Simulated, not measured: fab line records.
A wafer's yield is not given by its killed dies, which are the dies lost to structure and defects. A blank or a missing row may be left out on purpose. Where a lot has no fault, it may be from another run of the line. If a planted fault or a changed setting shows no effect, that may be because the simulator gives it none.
Matching of chambers | flow sky130 | SKY_SONOS_ONO_ETCH_15 on rie-diel-01: 4 sister chambers
The step etches the open film in CHF3/O2, target depth 19.52 nm, time 7.8 s. 14 wafers are shown with their chamber, then 7 later ones without.

== WAFERS PAIRED WITH THEIR CHAMBERS ==
wafer  | chamber | drypump-motor-current-A (A) | oes-product-au (a.u.) | chf3-flow-sccm (sccm)
L074.2 | 0       | 5.8                         | 1.006                 | 49.77
L074.3 | 3       | 5.8                         | 1.009                 | 49.74
L074.4 | 2       | 5.1                         | 0.988                 | 50.09
L075.1 | 0       | 5.8                         | 1.015                 | 49.86
L075.4 | 3       | 5.9                         | 1.005                 | 49.82
L075.5 | 3       | 5.9                         | 1.000                 | 49.81
L079.2 | 3       | 5.9                         | 1.011                 | 50.04
L079.4 | 2       | 5.1                         | 0.991                 | 50.02
L079.6 | 0       | 5.8                         | 1.001                 | 49.92
L080.1 | 0       | 5.8                         | 1.002                 | 49.99
L080.2 | 2       | 5.1                         | 0.998                 | 50.14
L080.3 | 1       | 5.5                         | 0.996                 | 49.88
L080.4 | 3       | 5.9                         | 1.020                 | 49.95
L080.5 | 2       | 5.1                         | 0.988                 | 49.96

SIGNATURES, as means of the wafers listed above
reading                 | chamber 0 | chamber 1 | chamber 2 | chamber 3 | scatter within a chamber
drypump-motor-current-A | 5.800     | 5.500     | 5.100     | 5.880     | 0.0283
oes-product-au          | 1.00600   | 0.99600   | 0.99125   | 1.00900   | 0.00641
chf3-flow-sccm          | 49.8850   | 49.8800   | 50.0525   | 49.8720   | 0.102
Rule: for each reading, subtract the chamber's mean from the wafer's reading, divide by that reading's scatter and square the result; add these up over the readings and take the root, which gives the wafer's distance from the chamber. The wafer belongs to the nearest chamber; if the next one is less than 2 further off, it can't be placed. The scatter: take each reading less its chamber's mean, square it, sum over the shown wafers, divide by the number of wafers less the number of chambers, and take the root.

== WAFERS WITH NO CHAMBER GIVEN ==
wafer  | drypump-motor-current-A (A) | oes-product-au (a.u.) | chf3-flow-sccm (sccm)
L080.6 | 5.5                         | 1.005                 | 49.82
L084.1 | 5.8                         | 1.014                 | 49.86
L084.3 | 5.2                         | 0.980                 | 50.08
L084.6 | 5.5                         | 1.021                 | 49.83
L090.1 | 5.8                         | 0.992                 | 50.00
L090.2 | 5.5                         | 0.999                 | 49.85
L090.5 | 5.9                         | 1.006                 | 49.75

== EACH ONE'S CHAMBER ==
wafer  | from the rows above     | in truth
L080.6 | 1                       | 1
L084.1 | can't be placed: 0 or 3 | 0
L084.3 | 2                       | 2
L084.6 | 1                       | 1
L090.1 | can't be placed: 0 or 3 | 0
L090.2 | 1                       | 1
L090.5 | 3                       | 3
5 of 7 placed correctly. Can't be placed from these rows: 2 (the true chamber is among the candidates in 2). 0 placed wrongly.
